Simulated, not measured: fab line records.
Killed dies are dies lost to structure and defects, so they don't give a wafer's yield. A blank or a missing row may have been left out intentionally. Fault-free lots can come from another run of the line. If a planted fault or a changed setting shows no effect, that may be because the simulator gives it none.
8D (eight disciplines) problem report, filled in by code :: flow sky130 :: the parts of the form that need people (team, actions taken, sign-off) are left out

## 1. THE PROBLEM
Wafers free of any fault read 199.5 (standard deviation 1.7) for SONOS_TUNNEL_TW at SKY_SONOS_TUNNEL_TW_MEAS_12, against a mean of 177.6 on 3 wafers of 2 lots. That is -13 standard deviations from the usual mean.
Earliest sighting: wafer L586.1 on film-metro-03 at day 13 07:03. The record has a number at this step for 35 wafers belonging to 12 lots. Rule for "out", or "out of limits": more than 4 standard deviations from the usual mean. Any other wafer with a number is counted as sound.

## 2. WHAT IT IS AND WHAT IT IS NOT
question: which readings at this step
is: SONOS_TUNNEL_TW
is not: -

question: which lots
is: L586, L590
is not: L581, L583, L584, L596, L597, L598, L599, L600, L602, L603

question: which wafers of those lots
is: L586.1, L590.1, L590.6
is not: L586.2, L586.3

question: read on which gauges
is: film-metro-03, film-metro-04
is not: film-metro-01

question: when
is: from day 13 07:03
is not: up to then (11 sound wafers); but 21 sound wafers of L596, L597, L598, L599, L600, L602, L603 came after

## 3. SUSPECTS, AND WHAT RULES EACH OUT
Counting: a tool at a process step up to the reading stays a suspect if it ran every lot that is out. Sound lots after the first of them don't rule it out here, since some wafers of a struck lot are sound.
- the gauge at SKY_SONOS_TUNNEL_TW_MEAS_12 has been ruled out. 2 gauges (film-metro-03, film-metro-04) read the wafers that are out.
- rie-diel-03 at SKY_FIELD_ISO_ETCH_15 (etches the open film in CHF3/O2, stops on Si, target depth 180 nm, time 72 s): kept. It ran every lot that is out, first L586 (day 3 11:54); its last sound lot up to then is L584 (day 3 02:57).
- implanter-02 at SKY_SONOS_TUNNEL_IMPLANT_09: kept. It ran every lot that is out, first L586 (day 13 06:38); its last sound lot up to then is L584 (day 12 18:07).
- Within rie-diel-03 at SKY_FIELD_ISO_ETCH_15: the wafers that are out ran in chambers 2, 3; their sound lot-mates ran in chambers 0, 1.
What counting leaves: rie-diel-03 at SKY_FIELD_ISO_ETCH_15 and implanter-02 at SKY_SONOS_TUNNEL_IMPLANT_09.

## 4. THE CAUSE (what the simulator had put in)
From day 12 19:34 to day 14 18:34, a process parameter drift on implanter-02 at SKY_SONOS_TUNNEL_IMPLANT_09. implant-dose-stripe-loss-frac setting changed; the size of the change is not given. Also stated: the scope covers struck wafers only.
Counting left 2 suspects, and this tool is among them.

## 5. THE EFFECT CHAIN, in route order
Each row: a reading where the mean over the struck wafers with a number is more than 3 standard deviations away from the usual. Only readings whose record carries a usual standard deviation are examined. hours: median over the lots of the time between each lot's start at the first step of this table that gives one and its start at this step. sigmas: the change, counted in usual standard deviations.
hours: 0
step: SKY_SONOS_TUNNEL_TW_MEAS_12
reading: SONOS_TUNNEL_TW
usual: 199.5
on struck wafers: 177.6
change: -21.9
sigmas: -13

## 6. WHAT WOULD HAVE CAUGHT IT SOONER
Counted from the fault's start at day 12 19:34, it took 11 hours until the first out-of-limits reading at a measuring or inspecting step in this record, taken at day 13 07:03.
Of the lots that are out (2), L590 began SKY_SONOS_TUNNEL_IMPLANT_09 on implanter-02 after day 13 07:03. A tool hold placed at that time would have kept it from harm.
